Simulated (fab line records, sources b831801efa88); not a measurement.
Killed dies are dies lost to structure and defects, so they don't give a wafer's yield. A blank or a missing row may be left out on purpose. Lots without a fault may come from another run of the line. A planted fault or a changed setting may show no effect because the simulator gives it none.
Which tool did it? | flow gf180mcu | 6 lots, 18 wafers sampled, at 2 steps of a route of 602

WHAT THE GAUGES READ, wafer by wafer
GF_NWELL_TW_MEAS_11.
lot  | measured    | on            | NWELL_TW
L100 | day 3 13:51 | film_metro-03 | 1572 1571 1581
L102 | day 3 23:45 | film_metro-04 | 1572 1572 1575
L104 | day 4 09:09 | film_metro-03 | 1583 1585 1592
L106 | day 5 00:25 | film_metro-03 | 1591 1599 1587
L108 | day 5 07:30 | film_metro-03 | 1588 1591 1592
L116 | day 7 06:49 | film_metro-04 | 2424 2426 2420

WHICH TOOL RAN EACH LOT (tool, then ch and the chambers of the sampled wafers, then the start)
lot  | GF_NWELL_IMPLANT_08
L100 | implanter-03 ch 0, day 3 13:27
L102 | implanter-03 ch 0, day 3 23:23
L104 | implanter-04 ch 0, day 4 08:45
L106 | implanter-01 ch 0, day 5 00:02
L108 | implanter-04 ch 0, day 5 07:06
L116 | implanter-04 ch 0, day 7 06:26
- GF_NWELL_IMPLANT_08

THE ANSWER, worked out from the rows above alone
Rule: what is usual is taken from the lots themselves. Put in order of their means at a reading, lots are off if they are a third of the lots or fewer, leave a main group of 4 or more, and stand apart from it by a gap of 3 or more times the standard deviation of the main group's means; of several such gaps the widest counts. A main group whose means are all the same, to the digits that the tables above print for the reading, isn't used. A lot without any number at a reading at which 4 lots or more have one is off too. The other lots that the step has rows for count as sound.
Off: L116, at GF_NWELL_TW_MEAS_11 (NWELL_TW). The main group: mean 1583, standard deviation 8.
A tool fits if, at a process step before that reading, it ran every lot that is off, and no sound lot after the first of them. The gauges at GF_NWELL_TW_MEAS_11 are tried like those tools. Can't be told from this: 2 tools fit, implanter-04 at GF_NWELL_IMPLANT_08, film_metro-04 at GF_NWELL_TW_MEAS_11.

WHAT THE SIMULATOR HAD PUT IN
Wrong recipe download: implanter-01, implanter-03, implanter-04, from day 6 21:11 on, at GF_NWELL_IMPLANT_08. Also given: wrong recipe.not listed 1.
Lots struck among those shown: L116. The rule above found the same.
